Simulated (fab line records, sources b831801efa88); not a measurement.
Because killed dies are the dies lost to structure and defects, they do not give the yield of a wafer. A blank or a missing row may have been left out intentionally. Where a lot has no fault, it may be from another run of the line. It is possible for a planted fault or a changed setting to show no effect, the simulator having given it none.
A lot that was struck, set against a sound lot + flow gf180mcu + 14 out of 602 route steps
Sound: the wafers L731.3, L731.4, L731.6. Wafers struck: L738.3, L738.4, L738.5. Last of all comes the cause.
Each step with rows lists, per side, the tool, then ch with its chambers, then its first start. Under that, the readings that differ: sound wafers + struck wafers + difference of the means + sigmas: that difference in standard deviations of wafers without a fault.
alike: a reading whose means differ by less than 2 such deviations, as well as words and numbers matching on both sides. not compared: withheld readings; readings where some wafer has no value; bounds like >300 that might hide an equal value; numbers whose values overlap and for which the record gives no deviation.
Wherever a step has rows on one side only, a row that says differs or no value, or a row with sigmas, the two part there. Non-overlapping numbers with no deviation appear without sigmas and do not part them. A reading missing from all wafers of one side parts the sides only when that side holds two or more wafers.

first, 4 steps without rows for these wafers: GF_TOP_METAL_SOFTBAKE_10 (time 60 s); GF_TOP_METAL_EXPOSE_11 (exposes mask MetalTop, target cd 440 nm); GF_TOP_METAL_PEB_12; GF_TOP_METAL_DEVELOP_13 (develop time 60 s).
GF_TOP_METAL_CD_MEAS_14: the cd target is 440 nm.
  sound on cd_sem-01 at day 31 01:55; struck on cd_sem-01 at day 32 20:25
  alike: cd_nm
GF_TOP_METAL_OVL_MEAS_15:
  sound on overlay-02 at day 31 02:01; struck on overlay-02 at day 32 20:30
| reading            | sound       | struck         | difference | sigmas |
|--------------------|-------------|----------------|------------|--------|
| TOP_METAL_OVL (nm) | 0.2 3.1 2.8 | -0.4 -2.3 -0.7 | -3.2       | -2     |
GF_TOP_METAL_METAL_ETCH_16: etches the open film in Cl2/BCl3, stops on SiO2, target depth 1197 nm, time 199.5 s.
  sound on rie_metal-03 ch 0,1, day 31 02:06; struck on rie_metal-03 ch 0, day 32 20:39
  alike: drypump_motor_current_A, oes_product_au, throttle_valve_pct
  not compared: rf_hours_counter_h
GF_TOP_METAL_STRIP_17: strips in O2/N2.
  sound on plasma_asher-02 ch 0,1, day 31 02:16; struck on plasma_asher-02 ch 0,1, day 32 20:56
  alike: drypump_motor_current_A, heater_power_w, n2_flow_sccm, oes_product_au, strip_time_to_endpoint_s
  not compared: rf_hours_counter_h
then, 2 steps without rows for these wafers: GF_TOP_METAL_STRIP_18 (strips in post etch residue remover, time 1200 s); GF_TOP_METAL_CLEAN_19 (cleans in DIW).
GF_PASSIVATION_CVD_00: deposits SiO2 from TEOS, target thk 1000 nm, time 111.95 s.
  sound on pecvd-03 ch 0,1,2, day 31 03:10; struck on pecvd-03 ch 1,2, day 32 21:29
  alike: heater_power_outer_w, heater_power_w
GF_PASSIVATION_THK_MEAS_01:
  sound on film_metro-04 at day 31 03:16; struck on film_metro-04 at day 32 21:35
  alike: PASSIVATION_CVD_00_THK
GF_PASSIVATION_CVD_02: deposits Si3N4, target thk 700 nm, time 486.18 s.
  sound on pecvd-01 ch 1,2, day 31 03:19; struck on pecvd-02 ch 0,2, day 32 21:37
  no value came back on the struck wafers for heater_power_outer_w (W), heater_power_w (W); on the sound wafers heater_power_outer_w (W) reads 439 553 462
GF_PASSIVATION_PROBE_99:
  sound wafers here have rows in the record (prober-02, day 31 22:56); struck ones have none

## WHERE THEY PART
First at GF_TOP_METAL_OVL_MEAS_15; last, within this record, at GF_PASSIVATION_PROBE_99.

WHY: the cause the simulator had injected
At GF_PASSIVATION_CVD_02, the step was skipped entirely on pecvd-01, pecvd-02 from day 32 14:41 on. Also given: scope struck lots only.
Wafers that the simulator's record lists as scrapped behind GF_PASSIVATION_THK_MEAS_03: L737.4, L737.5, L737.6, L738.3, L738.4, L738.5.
